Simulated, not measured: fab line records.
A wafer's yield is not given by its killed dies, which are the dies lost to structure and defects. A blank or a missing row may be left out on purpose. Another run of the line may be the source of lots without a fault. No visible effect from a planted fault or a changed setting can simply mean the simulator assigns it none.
fab line records | flow gf180mcu
record: lots: 7 | wafers: 19 | lastDay: 34
route steps=602 shown SAB@277 SALICIDE@278 CONTACT@287
lots with no fault: from the same line, run without faults
startH: hours from the record's opening day to when the first of the lot's shown wafers began | waitH: time in hours since the lot's previous step | " identical to the entry in the row above | L1.1+2: one row covering several wafers at once | - no value present, or no start provided | * or withheld: withheld | < > ~ a bound
route shown NAME@n: names a module that has steps shown in the file, with the first one's number in the route | usual: average and standard deviation across the fault-free wafers | same: alike in all rows | chamber/n: place in a boat | sites: each site's reading | _std_site: how widely they spread, as a standard deviation | _edge_site: mean of outer sites minus mean of inner sites | radiusMm: how far each site lies from the wafer's centre | mask NAME#n: copy n | behind: the most recent tool/chamber to have shaped the wafer | hold: cause of the lot's hold/its duration in hours/its outcome | device: the n, p or np transistor that did not switch | end of line: the route-end tests of the same wafers | a step given without rows: its recipe and nothing more | killed: dies lost to structure and defects at the first sort, not the wafer's yield | map: the dies of a wafer, with x for killed, . for not killed, _ for no die there
set.NAME: the setting as run; set.NAME@STEP: as run at that earlier step | model.NAME: the simulator's own value behind a step, which no gauge read
a table for each step, a row for each wafer; lots at some steps of the route
services: from which hour (startH, from the record's first day; less than 0 if before it) a tool's chamber was out of use, for how many hours, and why
== steps ==
step: GF_SAB_STRIP_13
recipe: chemistry: O2/N2 | powerW: 1400 | pressureMtorr: 1500 | platenTempC: 250 | o2FlowSccm: 3000 | n2FlowSccm: 300 | overashFraction: 0.5
usual: drypumpMotorCurrentA: 5.7/0.48 | heaterPowerW: 309/32 | oesProductAu: 0.710/0.0044 | stripTimeToEndpointS: 12.61/0.033
lot.wafer | tool           | chamber | startH | waitH | drypumpMotorCurrentA | heaterPowerW | oesProductAu | rfHoursCounterH | stripTimeToEndpointS
L159.2    | plasmaAsher-02 | 0       | 332.85 | 0.0   | 4.9                  | 315          | 0.707        | 22              | 12.63
L159.3    | "              | 0       | "      | "     | 4.9                  | 309          | 0.704        | -               | 12.63
L159.4    | "              | 1       | "      | "     | 5.7                  | 266          | 0.707        | -               | 12.62
L164.1    | plasmaAsher-02 | 1       | 376.12 | 0.0   | 5.7                  | 263          | 0.717        | 27              | 12.58
L164.5    | "              | 1       | "      | "     | 5.7                  | 260          | 0.711        | -               | 12.55
L164.6    | "              | 0       | "      | "     | 4.9                  | 311          | 0.706        | -               | 12.56
L172.2    | plasmaAsher-01 | 0       | 450.95 | 0.0   | 5.5                  | 319          | 0.705        | 80              | 12.61
L172.5    | "              | 1       | "      | "     | 6.3                  | 316          | 0.708        | -               | 12.66
L173.2    | plasmaAsher-02 | 0       | 458.81 | 0.0   | 4.9                  | 308          | 0.707        | 37              | 12.61
L173.4    | "              | 1       | "      | "     | 5.7                  | 266          | 0.706        | -               | 12.64
L174.1    | plasmaAsher-01 | 1       | 466.46 | 0.0   | 6.2                  | 321          | 0.704        | 82              | 12.61
L174.3    | "              | 1       | "      | "     | 6.2                  | 316          | 0.704        | -               | 12.60
L174.6    | "              | 1       | "      | "     | 6.2                  | 316          | 0.714        | -               | 12.62
L176.4    | plasmaAsher-02 | 0       | 487.21 | 0.0   | 4.9                  | 312          | 0.715        | -               | 12.62
L176.5    | "              | 1       | "      | "     | 5.7                  | 260          | 0.710        | -               | 12.68
L176.6    | "              | 0       | "      | "     | 4.9                  | 311          | 0.714        | -               | 12.64
L180.2    | plasmaAsher-01 | 0       | 521.57 | 0.0   | 5.5                  | 321          | 0.709        | 86              | 12.58
L180.4    | "              | 0       | "      | "     | 5.5                  | 328          | 0.701        | -               | 12.58
L180.6    | "              | 0       | "      | "     | 5.5                  | 312          | 0.707        | -               | 12.54
step: GF_SALICIDE_CLEAN_00
recipe: chemistry: SC1/SC2 | mix: 1:4:20 | tempC: 70 | timeS: 150
step: GF_SALICIDE_WET_ETCH_01
recipe: chemistry: dHF | targetDepthNm: 5 | dry: ipaMarangoni | target: SiO2 | tempC: 25 | dilution: 100:1 | timeS: 100
step: GF_SALICIDE_SPUTTER_02
recipe: material: Co | targetThkNm: 10 | powerW: 1000 | timeS: 20 | chamberPressurePa: 0.4
usual: throttleValvePct: 29.8/0.86
lot.wafer | tool          | chamber | startH | waitH | throttleValvePct
L159.2    | pvdSputter-04 | -       | 333.04 | 0.0   | 29.4
L159.3    | "             | -       | "      | "     | 29.9
L159.4    | "             | -       | "      | "     | 30.8
L164.1    | pvdSputter-02 | -       | 376.31 | 0.0   | 30.8
L164.5    | "             | -       | "      | "     | 30.7
L164.6    | "             | -       | "      | "     | 31.1
L172.2    | pvdSputter-04 | -       | 451.14 | 0.0   | 28.9
L172.5    | "             | -       | "      | "     | 30.0
L173.2    | pvdSputter-04 | -       | 458.99 | 0.0   | 29.9
L173.4    | "             | -       | "      | "     | 31.1
L174.1    | pvdSputter-04 | -       | 466.64 | 0.0   | 30.0
L174.3    | "             | -       | "      | "     | 29.3
L174.6    | "             | -       | "      | "     | 29.1
L176.4    | pvdSputter-02 | -       | 487.41 | 0.0   | 29.8
L176.5    | "             | -       | "      | "     | 31.1
L176.6    | "             | -       | "      | "     | 29.8
L180.2    | pvdSputter-03 | -       | 521.76 | 0.0   | 29.2
L180.4    | "             | -       | "      | "     | 30.1
L180.6    | "             | -       | "      | "     | 28.5
step: GF_SALICIDE_SPUTTER_03
recipe: material: TiN | targetThkNm: 20 | powerW: 6500 | timeS: 16.7 | chamberPressurePa: 0.4
usual: throttleValvePct: 29.8/0.84
lot.wafer | tool          | chamber | startH | waitH | throttleValvePct
L159.2    | pvdSputter-04 | -       | 333.07 | 0.0   | 29.1
L159.3    | "             | -       | "      | "     | 29.9
L159.4    | "             | -       | "      | "     | 30.9
L164.1    | pvdSputter-02 | -       | 376.34 | 0.0   | 30.9
L164.5    | "             | -       | "      | "     | 30.9
L164.6    | "             | -       | "      | "     | 30.8
L172.2    | pvdSputter-04 | -       | 451.16 | 0.0   | 29.2
L172.5    | "             | -       | "      | "     | 30.1
L173.2    | pvdSputter-04 | -       | 459.02 | 0.0   | 29.8
L173.4    | "             | -       | "      | "     | 30.9
L174.1    | pvdSputter-04 | -       | 466.67 | 0.0   | 30.2
L174.3    | "             | -       | "      | "     | 29.0
L174.6    | "             | -       | "      | "     | 29.3
L176.4    | pvdSputter-02 | -       | 487.44 | 0.0   | 29.8
L176.5    | "             | -       | "      | "     | 31.1
L176.6    | "             | -       | "      | "     | 29.8
L180.2    | pvdSputter-03 | -       | 521.79 | 0.0   | 29.4
L180.4    | "             | -       | "      | "     | 30.3
L180.6    | "             | -       | "      | "     | 28.2
step: GF_SALICIDE_RS_MEAS_04
recipe: thkMeasGauge: four-point-probe | reads: TiN_of_SALICIDE_SPUTTER_03+Co_of_SALICIDE_SPUTTER_02
usual: SALICIDE_TIN_RS: 16.3/0.38
lot.wafer | tool         | chamber | startH | waitH | SALICIDE_TIN_RS[ohm/sq]
L159.2    | filmMetro-04 | -       | 333.11 | 0.0   | 15.9
L159.3    | "            | -       | "      | "     | 16.5
L159.4    | "            | -       | "      | "     | 16.3
L164.1    | filmMetro-02 | -       | 376.37 | 0.0   | 15.8
L164.5    | "            | -       | "      | "     | 16.0
L164.6    | "            | -       | "      | "     | 15.8
L172.2    | filmMetro-03 | -       | 451.21 | 0.0   | 15.9
L172.5    | "            | -       | "      | "     | 16.0
L173.2    | filmMetro-03 | -       | 459.07 | 0.0   | 16.7
L173.4    | "            | -       | "      | "     | 16.6
L174.1    | filmMetro-04 | -       | 466.70 | 0.0   | 16.7
L174.3    | "            | -       | "      | "     | 16.3
L174.6    | "            | -       | "      | "     | 16.7
L176.4    | filmMetro-03 | -       | 487.52 | 0.1   | 15.8
L176.5    | "            | -       | "      | "     | 16.1
L176.6    | "            | -       | "      | "     | 16.0
L180.2    | filmMetro-04 | -       | 521.84 | 0.0   | 16.7
L180.4    | "            | -       | "      | "     | 16.1
L180.6    | "            | -       | "      | "     | 16.0
step: GF_SALICIDE_THK_MEAS_05
recipe: thkMeasGauge: xrf | reads: TiN_of_SALICIDE_SPUTTER_03
usual: SALICIDE_TIN_THK: 19.8/0.3
lot.wafer | tool         | chamber | startH | waitH | SALICIDE_TIN_THK[nm]
L159.2    | filmMetro-04 | -       | 333.22 | 0.1   | 20.3
L159.3    | "            | -       | "      | "     | 20.2
L159.4    | "            | -       | "      | "     | 20.2
L164.1    | filmMetro-02 | -       | 376.49 | 0.1   | 19.8
L164.5    | "            | -       | "      | "     | 19.7
L164.6    | "            | -       | "      | "     | 19.4
L172.2    | filmMetro-03 | -       | 451.32 | 0.1   | 19.9
L172.5    | "            | -       | "      | "     | 20.1
L173.2    | filmMetro-03 | -       | 459.18 | 0.1   | 20.0
L173.4    | "            | -       | "      | "     | 20.1
L174.1    | filmMetro-04 | -       | 466.82 | 0.1   | 19.5
L174.3    | "            | -       | "      | "     | 19.3
L174.6    | "            | -       | "      | "     | 19.2
L176.4    | filmMetro-03 | -       | 487.61 | 0.1   | 19.9
L176.5    | "            | -       | "      | "     | 19.8
L176.6    | "            | -       | "      | "     | 20.0
L180.2    | filmMetro-04 | -       | 521.95 | 0.1   | 19.6
L180.4    | "            | -       | "      | "     | 19.6
L180.6    | "            | -       | "      | "     | 20.0
step: GF_SALICIDE_RTA_06
recipe: tempC: 530 | timeS: 30 | ambient: N2
usual: annealTempCMax: 532.5/0.59 | lampPowerPct: 6.8/0.92 | wafer_temp_C_max: 532.2/0.62
lot.wafer | tool         | chamber | startH | waitH | annealTempCMax | lampPowerPct | wafer_temp_C_max
L159.2    | rtpAnneal-02 | 0       | 333.29 | 0.1   | 532.2          | 7.8          | 533.1
L159.3    | "            | 0       | "      | "     | 532.2          | 7.8          | 533.6
L159.4    | "            | 0       | "      | "     | 531.9          | 7.8          | 533.3
L164.1    | rtpAnneal-01 | 0       | 376.55 | 0.1   | 533.6          | 5.9          | 532.0
L164.5    | "            | 0       | "      | "     | 532.9          | 5.9          | 531.0
L164.6    | "            | 0       | "      | "     | 533.5          | 5.9          | 531.6
L172.2    | rtpAnneal-01 | 0       | 451.39 | 0.1   | 532.9          | 5.9          | 531.3
L172.5    | "            | 0       | "      | "     | 532.8          | 5.9          | 531.8
L173.2    | rtpAnneal-02 | 0       | 459.26 | 0.1   | 531.8          | 7.8          | 533.6
L173.4    | "            | 0       | "      | "     | 533.0          | 7.8          | 532.7
L174.1    | rtpAnneal-02 | 0       | 466.88 | 0.1   | 532.6          | 7.8          | 532.8
L174.3    | "            | 0       | "      | "     | 531.8          | 7.8          | 532.7
L174.6    | "            | 0       | "      | "     | 531.1          | 7.8          | 532.7
L176.4    | rtpAnneal-01 | 0       | 487.69 | 0.1   | 532.4          | 5.9          | 531.9
L176.5    | "            | 0       | "      | "     | 532.6          | 5.9          | 531.9
L176.6    | "            | 0       | "      | "     | 532.5          | 5.9          | 531.6
L180.2    | rtpAnneal-01 | 0       | 522.01 | 0.1   | 532.9          | 6.0          | 532.1
L180.4    | "            | 0       | "      | "     | 533.3          | 5.9          | 531.9
L180.6    | "            | 0       | "      | "     | 532.2          | 5.9          | 531.8
step: GF_SALICIDE_WET_ETCH_07
recipe: chemistry: SPM | targetDepthNm: 120 | dry: n2Spin
step: GF_SALICIDE_RTA_08
recipe: tempC: 800 | timeS: 30 | ambient: N2
usual: annealTempCMax: 803.8/0.85 | lampPowerPct: 19.1/2.6 | wafer_temp_C_max: 803.4/0.83
lot.wafer | tool         | chamber | startH | waitH | annealTempCMax | lampPowerPct | wafer_temp_C_max
L159.2    | rtpAnneal-01 | 0       | 333.48 | 0.0   | 804.4          | 16.5         | 803.0
L159.3    | "            | 0       | "      | "     | 804.2          | 16.5         | 802.4
L159.4    | "            | 0       | "      | "     | 804.2          | 16.5         | 802.0
L164.1    | rtpAnneal-02 | 0       | 376.74 | 0.0   | 802.8          | 21.6         | 802.8
L164.5    | "            | 0       | "      | "     | 803.7          | 21.6         | 804.6
L164.6    | "            | 0       | "      | "     | 803.4          | 21.6         | 804.4
L172.2    | rtpAnneal-02 | 0       | 451.58 | 0.0   | 803.5          | 21.6         | 804.1
L172.5    | "            | 0       | "      | "     | 802.3          | 21.6         | 802.8
L173.2    | rtpAnneal-02 | 0       | 459.55 | 0.0   | 802.6          | 21.6         | 803.5
L173.4    | "            | 0       | "      | "     | 803.7          | 21.6         | 803.0
L174.1    | rtpAnneal-01 | 0       | 467.07 | 0.0   | 804.3          | 16.5         | 802.9
L174.3    | "            | 0       | "      | "     | 803.8          | 16.5         | 802.9
L174.6    | "            | 0       | "      | "     | 804.6          | 16.5         | 803.3
L176.4    | rtpAnneal-01 | 0       | 487.90 | 0.1   | 804.1          | 16.5         | 803.9
L176.5    | "            | 0       | "      | "     | 804.5          | 16.5         | 802.7
L176.6    | "            | 0       | "      | "     | 804.7          | 16.5         | 802.6
L180.2    | rtpAnneal-02 | 0       | 522.21 | 0.0   | 803.0          | 21.6         | 805.4
L180.4    | "            | 0       | "      | "     | 802.2          | 21.6         | 803.1
L180.6    | "            | 0       | "      | "     | 802.3          | 21.6         | 802.8
step: GF_CONTACT_CVD_00
recipe: material: SiO2 | targetThkNm: 300 | sigmaOpenFrac: 0.3 | tempC: 400 | timeS: 50 | sih4FlowSccm: 60 | pressureMtorr: 6
step: GF_CONTACT_THK_MEAS_01
recipe: reads: SiO2_of_CONTACT_CVD_00
usual: CONTACT_CVD_00_THK: 300/3.3
lot.wafer | tool         | chamber | startH | waitH | CONTACT_CVD_00_THK[nm]
L159.2    | filmMetro-02 | -       | 333.62 | 0.0   | 294
L159.3    | "            | -       | "      | "     | 300
L159.4    | "            | -       | "      | "     | 298
L164.1    | filmMetro-03 | -       | 376.88 | 0.0   | 301
L164.5    | "            | -       | "      | "     | 297
L164.6    | "            | -       | "      | "     | 301
L172.2    | filmMetro-01 | -       | 451.72 | 0.0   | 300
L172.5    | "            | -       | "      | "     | 305
L173.2    | filmMetro-03 | -       | 459.77 | 0.0   | 305
L173.4    | "            | -       | "      | "     | 302
L174.1    | filmMetro-01 | -       | 467.21 | 0.0   | 301
L174.3    | "            | -       | "      | "     | 304
L174.6    | "            | -       | "      | "     | 304
L176.4    | filmMetro-03 | -       | 488.03 | 0.0   | 298
L176.5    | "            | -       | "      | "     | 302
L176.6    | "            | -       | "      | "     | 297
L180.2    | filmMetro-03 | -       | 522.35 | 0.0   | 296
L180.4    | "            | -       | "      | "     | 302
L180.6    | "            | -       | "      | "     | 297
step: GF_CONTACT_CVD_02
recipe: material: SiO2 | targetThkNm: 860 | precursor: TEOS | tempC: 400 | timeS: 95.992 | rfW: 600
usual: heaterPowerW: 653/99
lot.wafer | tool     | chamber | startH | waitH | heaterPowerW | sinceWetCleanH | model.SiO2_of_CONTACT_CVD_02.thkNm
L159.2    | pecvd-04 | 0       | 333.67 | 0.0   | 690          | 576            | 852.3
L159.3    | "        | 1       | "      | "     | 687          | 576            | 860.7
L159.4    | "        | 0       | "      | "     | 707          | -              | 859.2
L164.1    | pecvd-02 | 2       | 376.94 | 0.1   | 786          | 411            | 844.7
L164.5    | "        | 1       | "      | "     | 698          | -              | 850.8
L164.6    | "        | 2       | "      | "     | 651          | -              | 852.9
L172.2    | pecvd-04 | 2       | 451.77 | 0.0   | 564          | 694            | 631.1
L172.5    | "        | 2       | "      | "     | 603          | -              | 868.1
L173.2    | pecvd-04 | 2       | 459.82 | 0.0   | 477          | 702            | 642.3
L173.4    | "        | 1       | "      | "     | 663          | -              | 875.3
L174.1    | pecvd-04 | 2       | 467.27 | 0.1   | 548          | 709            | 854.3
L174.3    | "        | 1       | "      | "     | 646          | 709            | 627.7
L174.6    | "        | 2       | "      | "     | 559          | -              | 858.3
L176.4    | pecvd-02 | 1       | 488.09 | 0.1   | 684          | -              | 863.8
L176.5    | "        | 2       | "      | "     | 800          | -              | 867.5
L176.6    | "        | 0       | "      | "     | 515          | -              | 870.4
L180.2    | pecvd-02 | 0       | 522.40 | 0.0   | 562          | 556            | 860.6
L180.4    | "        | 1       | "      | "     | 700          | -              | 857.3
L180.6    | "        | 2       | "      | "     | 638          | -              | 859.3
step: GF_CONTACT_THK_MEAS_03
recipe: reads: SiO2_of_CONTACT_CVD_02
usual: CONTACT_CVD_02_THK: 857/13
lot.wafer | tool         | chamber | startH | waitH | CONTACT_CVD_02_THK[nm]
L159.2    | filmMetro-01 | -       | 333.75 | 0.0   | 853
L159.3    | "            | -       | "      | "     | 861
L159.4    | "            | -       | "      | "     | 859
L164.1    | filmMetro-01 | -       | 377.01 | 0.0   | 845
L164.5    | "            | -       | "      | "     | 851
L164.6    | "            | -       | "      | "     | 853
L172.2    | filmMetro-03 | -       | 451.85 | 0.0   | 631
L172.5    | "            | -       | "      | "     | 869
L173.2    | filmMetro-01 | -       | 459.90 | 0.0   | 642
L173.4    | "            | -       | "      | "     | 876
L174.1    | filmMetro-03 | -       | 467.34 | 0.0   | 854
L174.3    | "            | -       | "      | "     | 628
L174.6    | "            | -       | "      | "     | 858
L176.4    | filmMetro-03 | -       | 488.16 | 0.0   | 864
L176.5    | "            | -       | "      | "     | 867
L176.6    | "            | -       | "      | "     | 870
L180.2    | filmMetro-01 | -       | 522.48 | 0.0   | 861
L180.4    | "            | -       | "      | "     | 856
L180.6    | "            | -       | "      | "     | 859
step: GF_CONTACT_CMP_04
recipe: material: SiO2 | downForcePsi: 4 | platenRpm: 60 | padVelocityMS: 0.94248
usual: motorCurrentA: 12.0/1.2 | timeToEndpointS: 107/6.3
lot.wafer | tool   | chamber | startH | waitH | motorCurrentA | timeToEndpointS
L159.4    | cmp-01 | 2       | 333.80 | 0.0   | 11.9          | 105
L159.3    | "      | 3       | "      | "     | 13.2          | 109
L159.2    | "      | 0       | "      | "     | 12.4          | 104
L164.1    | cmp-01 | 3       | 377.07 | 0.1   | 13.7          | 99
L164.5    | "      | 3       | "      | "     | 13.3          | 105
L164.6    | "      | 0       | "      | "     | 13.1          | 102
L172.2    | cmp-02 | 2       | 452.00 | 0.1   | 13.2          | 28
L172.5    | "      | 1       | "      | "     | 11.1          | 115
L173.2    | cmp-01 | 2       | 460.04 | 0.1   | 11.9          | 24
L173.4    | "      | 3       | "      | "     | 12.6          | 108
L174.1    | cmp-01 | 3       | 467.40 | 0.1   | 13.7          | 97
L174.3    | "      | 0       | "      | "     | 13.2          | 19
L174.6    | "      | 3       | "      | "     | 13.2          | 101
L176.4    | cmp-01 | 3       | 488.34 | 0.2   | 13.9          | 107
L176.6    | "      | 0       | "      | "     | 12.6          | 107
L176.5    | "      | 1       | "      | "     | 9.4           | 112
L180.4    | cmp-02 | 1       | 522.53 | 0.0   | 12.2          | 106
L180.2    | "      | 2       | "      | "     | 13.1          | 113
L180.6    | "      | 1       | "      | "     | 11.7          | 106
step: GF_CONTACT_BOW_MEAS_05
recipe: mode: bow
usual: CONTACT_BOW: 66/6.6
lot.wafer | tool         | chamber | startH | waitH | CONTACT_BOW[um]
L159.2    | filmMetro-01 | -       | 334.12 | 0.2   | 71
L159.3    | "            | -       | "      | "     | 68
L159.4    | "            | -       | "      | "     | 63
L164.1    | filmMetro-02 | -       | 377.37 | 0.2   | 62
L164.5    | "            | -       | "      | "     | 63
L164.6    | "            | -       | "      | "     | 72
L172.2    | filmMetro-01 | -       | 452.22 | 0.2   | 71
L172.5    | "            | -       | "      | "     | 67
L173.2    | filmMetro-03 | -       | 460.31 | 0.2   | 79
L173.4    | "            | -       | "      | "     | 62
L174.1    | filmMetro-03 | -       | 467.70 | 0.2   | 59
L174.3    | "            | -       | "      | "     | 75
L174.6    | "            | -       | "      | "     | 74
L176.4    | filmMetro-01 | -       | 488.55 | 0.2   | 52
L176.5    | "            | -       | "      | "     | 68
L176.6    | "            | -       | "      | "     | 60
L180.2    | filmMetro-01 | -       | 522.85 | 0.2   | 65
L180.4    | "            | -       | "      | "     | 65
L180.6    | "            | -       | "      | "     | 71
== services ==
tool           | chamber | startH | hours | kind
cmp-02         | -       | 328.53 | 0.2   | repair
pvdSputter-04  | -       | 329.45 | 3.0   | repair
pecvd-04       | -       | 346.36 | 6.0   | pm
cmp-01         | -       | 347.49 | 0.9   | repair
cmp-02         | -       | 357.12 | 1.3   | repair
plasmaAsher-01 | -       | 366.53 | 0.6   | repair
pvdSputter-02  | -       | 382.66 | 10.6  | repair
cmp-02         | -       | 383.20 | 4.5   | repair
cmp-01         | -       | 393.51 | 0.3   | repair
cmp-01         | -       | 404.00 | 4.0   | pm
pvdSputter-04  | -       | 406.63 | 0.6   | repair
pvdSputter-03  | -       | 422.02 | 0.7   | repair
pvdSputter-04  | -       | 432.73 | 2.1   | repair
cmp-01         | -       | 438.59 | 3.9   | repair
pvdSputter-04  | -       | 443.83 | 5.2   | repair
cmp-01         | -       | 444.92 | 5.4   | pm
pecvd-02       | 1       | 465.34 | 4.7   | repair
pvdSputter-04  | -       | 467.07 | 6.6   | repair
pecvd-04       | -       | 487.46 | 5.5   | pm
plasmaAsher-01 | -       | 494.47 | 14.6  | pm
pecvd-04       | 1       | 503.96 | 6.0   | repair
plasmaAsher-02 | -       | 511.76 | 2.8   | pm
pvdSputter-02  | -       | 513.99 | 8.7   | repair
pecvd-04       | 2       | 516.62 | 6.1   | repair
== key ==
firstSign: step: GF_CONTACT_THK_MEAS_03 | reading: CONTACT_CVD_02_THK | direction: down | sigmas: 17 | usual: 857 | struck: 634
effect: step: GF_CONTACT_CMP_04 | reading: timeToEndpointS | direction: down | sigmas: 13 | usual: * | struck: *
modelEffect: step: GF_CONTACT_CVD_02 | value: SiO2_of_CONTACT_CVD_02.thkNm | without: 855.9 | struck: 633.7
metAt GF_CONTACT_CVD_02
struckWafers L172.2,L173.2,L174.3
sortLeftOut L172.2,L173.2,L174.3
testerLeftOut L172,L173,L174
onsetBetween 333.67 451.77
fault: kind: processParameterDrift | tool: pecvd-04 | chamber: - | onsetH: 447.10 | steps: GF_CONTACT_CVD_02 | channel: targetThkNm | offset: -223.89 | shape: step | endH: 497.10 | scope: struckWafersOnly | actsIn: theseRecipesOnly | stated: 860
testerLeftOut: of these lots the tester's yield and bins aren't shown, on N5 and GAA mostly nor the transistor test; their killed dies are dies lost to structure and defects alone, not to doping, threshold or leakage, so they don't give the yield
sortLeftOut: the simulated sort isn't trusted on such a fault, so these wafers' sort isn't shown, and their yield isn't known
